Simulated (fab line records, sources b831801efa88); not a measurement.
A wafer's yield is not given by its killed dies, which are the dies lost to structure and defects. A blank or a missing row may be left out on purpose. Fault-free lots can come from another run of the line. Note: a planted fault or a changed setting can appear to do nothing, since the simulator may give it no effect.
Matching of chambers | flow sky130 | SKY_LI_CONTACT_HDPCVD_00 on hdpcvd-02: 3 sister chambers
The step deposits PSG, target thk 930 nm, time 155 s. 6 wafers are shown with their chamber, then 7 later ones without.

== WAFERS, EACH WITH ITS CHAMBER ==
wafer  | chamber | run_length_s (s)
L456.1 | 0       | 183.5
L466.1 | 1       | 183.9
L466.2 | 0       | 183.2
L466.6 | 2       | 183.7
L468.2 | 2       | 183.8
L468.4 | 1       | 183.7

== WAFERS WITH NO CHAMBER GIVEN ==
wafer  | run_length_s (s)
L468.5 | 184.2
L470.1 | 184.5
L470.2 | 183.6
L470.5 | 183.8
L471.1 | 184.2
L471.2 | 184.1
L471.4 | 183.9

== THE CHAMBER EACH PASSED THROUGH ==
wafer  | from the rows above          | in truth
L468.5 | can't be placed: 1 or 2      | 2
L470.1 | can't be placed: 1 or 2      | 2
L470.2 | can't be placed: 2 or 1 or 0 | 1
L470.5 | can't be placed: 1 or 2      | 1
L471.1 | can't be placed: 1 or 2      | 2
L471.2 | can't be placed: 1 or 2      | 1
L471.4 | can't be placed: 1 or 2      | 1
0 of 7 placed correctly. Unplaceable from these rows: 7, with the true chamber sitting among the candidates in 7. 0 placed wrongly.
How it was worked out, from the rows above alone: a wafer's distance from a chamber is the root of the sum, over the readings, of the square of ((its reading less the chamber's mean) divided by the reading's scatter). The wafer belongs to the nearest chamber; if the next one is less than 2 further off, it can't be placed. For every chamber, the mean is computed from those of its wafers that are shown. The scatter is the square root of a quotient: the sum, over the shown wafers, of each reading's squared deviation from its chamber's mean, divided by wafers minus chambers.
